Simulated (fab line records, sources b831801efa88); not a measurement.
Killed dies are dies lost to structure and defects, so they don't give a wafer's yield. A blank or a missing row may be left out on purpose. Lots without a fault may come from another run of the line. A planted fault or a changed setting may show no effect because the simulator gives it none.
Which tool did it? | flow gf180mcu | 12 lots, 36 wafers sampled, at 5 steps of a route of 602

WHAT THE GAUGES READ, wafer by wafer
GF_MVSD_OVL_MEAS_07.
lot  | measured     | on         | MVSD_OVL (nm)
L205 | day 4 15:35  | overlay-02 | -2.0 1.7 -1.8
L206 | day 4 20:47  | overlay-02 | -0.3 0.0 0.3
L209 | day 5 15:35  | overlay-01 | -1.5 -1.5 -3.2
L215 | day 7 05:11  | overlay-01 | - - -
L220 | day 8 07:29  | overlay-02 | -0.9 -0.3 2.5
L221 | day 8 14:50  | overlay-01 | 0.0 0.3 1.4
L222 | day 8 18:50  | overlay-02 | -1.7 -0.7 -0.6
L223 | day 9 01:37  | overlay-02 | -0.5 -0.4 -0.9
L224 | day 9 05:59  | overlay-02 | 0.3 -0.7 -2.4
L225 | day 9 11:45  | overlay-01 | 0.6 -0.7 0.1
L226 | day 9 18:03  | overlay-02 | 0.9 0.9 -0.4
L227 | day 10 00:23 | overlay-02 | -0.6 -2.7 -2.0

GF_MVSD_TW_MEAS_11.
lot  | measured     | on            | MVSD_TW
L205 | day 4 16:02  | film_metro-04 | 1574 1585 1577
L206 | day 4 21:14  | film_metro-04 | 1582 1576 1575
L209 | day 5 16:01  | film_metro-03 | 1560 1557 1547
L215 | day 7 05:37  | film_metro-01 | 30 31 31
L220 | day 8 07:56  | film_metro-03 | 1564 1560 1567
L221 | day 8 15:17  | film_metro-01 | 1613 1614 1621
L222 | day 8 19:17  | film_metro-03 | 1562 1565 1566
L223 | day 9 02:04  | film_metro-01 | 1599 1610 1608
L224 | day 9 06:25  | film_metro-01 | 1606 1603 1595
L225 | day 9 12:12  | film_metro-03 | 1557 1560 1553
L226 | day 9 18:29  | film_metro-01 | 1610 1608 1601
L227 | day 10 00:50 | film_metro-01 | 1610 1613 1603

GF_V1_THK_MEAS_01.
lot  | measured     | on            | V1_CVD_00_THK (nm)
L205 | day 16 23:48 | film_metro-02 | 610 595 603
L206 | day 17 10:25 | film_metro-04 | 600 616 598
L209 | day 18 23:49 | film_metro-04 | 611 604 614
L215 | day 21 23:28 | film_metro-02 | 593 601 601
L220 | day 23 07:58 | film_metro-02 | 600 600 598
L221 | day 23 12:56 | film_metro-01 | 598 606 605
L222 | day 23 14:59 | film_metro-02 | 604 606 592
L223 | day 24 11:32 | film_metro-01 | 603 603 610
L224 | day 24 05:44 | film_metro-02 | 611 602 615
L225 | day 24 12:26 | film_metro-04 | 615 602 610
L226 | day 24 20:08 | film_metro-04 | 607 600 615
L227 | day 25 04:22 | film_metro-04 | 622 628 614

WHICH TOOL RAN EACH LOT (tool, then ch and the chambers of the sampled wafers, then the start)
lot  | GF_NWELL_STRIP_10                   | GF_MVSD_EXPOSE_04
L205 | plasma_asher-01 ch 0,1, day 3 12:55 | iline_stepper-01 ch 0, day 4 09:04
L206 | plasma_asher-04 ch 0,1, day 3 17:58 | iline_stepper-01 ch 0, day 4 13:57
L209 | plasma_asher-04 ch 0,1, day 4 10:34 | iline_stepper-02 ch 0, day 5 08:09
L215 | plasma_asher-01 ch 0,1, day 5 21:43 | iline_stepper-01 ch 0, day 6 21:13
L220 | plasma_asher-01 ch 0,1, day 6 23:01 | iline_stepper-01 ch 0, day 7 23:48
L221 | plasma_asher-03 ch 0,1, day 7 05:52 | iline_stepper-01 ch 0, day 8 06:48
L222 | plasma_asher-03 ch 0,1, day 7 10:40 | iline_stepper-02 ch 0, day 8 11:05
L223 | plasma_asher-04 ch 0,1, day 7 15:37 | iline_stepper-01 ch 0, day 8 17:27
L224 | plasma_asher-03 ch 0,1, day 7 20:04 | iline_stepper-01 ch 0, day 8 21:43
L225 | plasma_asher-04 ch 0,1, day 8 02:02 | iline_stepper-01 ch 0, day 9 02:47
L226 | plasma_asher-03 ch 0,1, day 8 08:32 | iline_stepper-01 ch 0, day 9 09:44
L227 | plasma_asher-03 ch 0,1, day 8 14:13 | iline_stepper-02 ch 0, day 9 15:52
- GF_NWELL_STRIP_10: strips in O2/N2.
- GF_MVSD_EXPOSE_04: exposes mask MVSD, target cd 1000 nm.

WHAT THE TOOLS THEMSELVES READ (means of the sampled wafers that have a number; where no wafer has one, the mark that the record gives instead)
GF_NWELL_STRIP_10.
lot  | tool            | drypump_motor_current_A (A) | heater_power_w (W) | oes_product_au (a.u.) | strip_time_to_endpoint_s (s)
L205 | plasma_asher-01 | 5.65                        | 311                | 0.717                 | 36.93
L206 | plasma_asher-04 | 5.56                        | 303                | 0.722                 | 36.88
L209 | plasma_asher-04 | 5.48                        | 309                | 0.721                 | 37.00
L215 | plasma_asher-01 | 5.45                        | 338                | 0.722                 | 36.89
L220 | plasma_asher-01 | 5.47                        | 344                | 0.723                 | 36.99
L221 | plasma_asher-03 | 5.34                        | 341                | 0.726                 | 37.07
L222 | plasma_asher-03 | 5.34                        | 338                | 0.723                 | 37.01
L223 | plasma_asher-04 | 5.47                        | 294                | 0.725                 | 36.83
L224 | plasma_asher-03 | 5.33                        | 342                | 0.723                 | 36.92
L225 | plasma_asher-04 | 5.52                        | 286                | 0.723                 | 36.97
L226 | plasma_asher-03 | 5.32                        | 344                | 0.725                 | 36.99
L227 | plasma_asher-03 | 5.33                        | 347                | 0.718                 | 36.88

THE ANSWER, worked out from the rows above alone
Rule: what is usual is taken from the lots themselves. Put in order of their means at a reading, lots are off if they are a third of the lots or fewer, leave a main group of 4 or more, and stand apart from it by a gap of 3 or more times the standard deviation of the main group's means; of several such gaps the widest counts. A main group whose means are all the same, to the digits that the tables above print for the reading, isn't used. A lot without any number at a reading at which 4 lots or more have one is off too. The other lots that the step has rows for count as sound. The gauges are gone through in route order, then the tools' own readings, and for those a lot's mean is taken as printed above. The first step at which some lot is off is used, and at that step the reading that is off furthest; a lot without a number counts as furthest.
Off: L215, at GF_MVSD_OVL_MEAS_07 (MVSD_OVL). Without a number there: L215. The main group: mean -0.5 nm, standard deviation 0.85.
A tool fits if, at a process step before that reading, it ran every lot that is off, and no sound lot after the first of them. The gauges at GF_MVSD_OVL_MEAS_07 aren't tried: what is off there is off at GF_MVSD_TW_MEAS_11 too, on other tools, and a gauge's error can't cause that. None of those tried fits.

WHAT THE SIMULATOR HAD PUT IN
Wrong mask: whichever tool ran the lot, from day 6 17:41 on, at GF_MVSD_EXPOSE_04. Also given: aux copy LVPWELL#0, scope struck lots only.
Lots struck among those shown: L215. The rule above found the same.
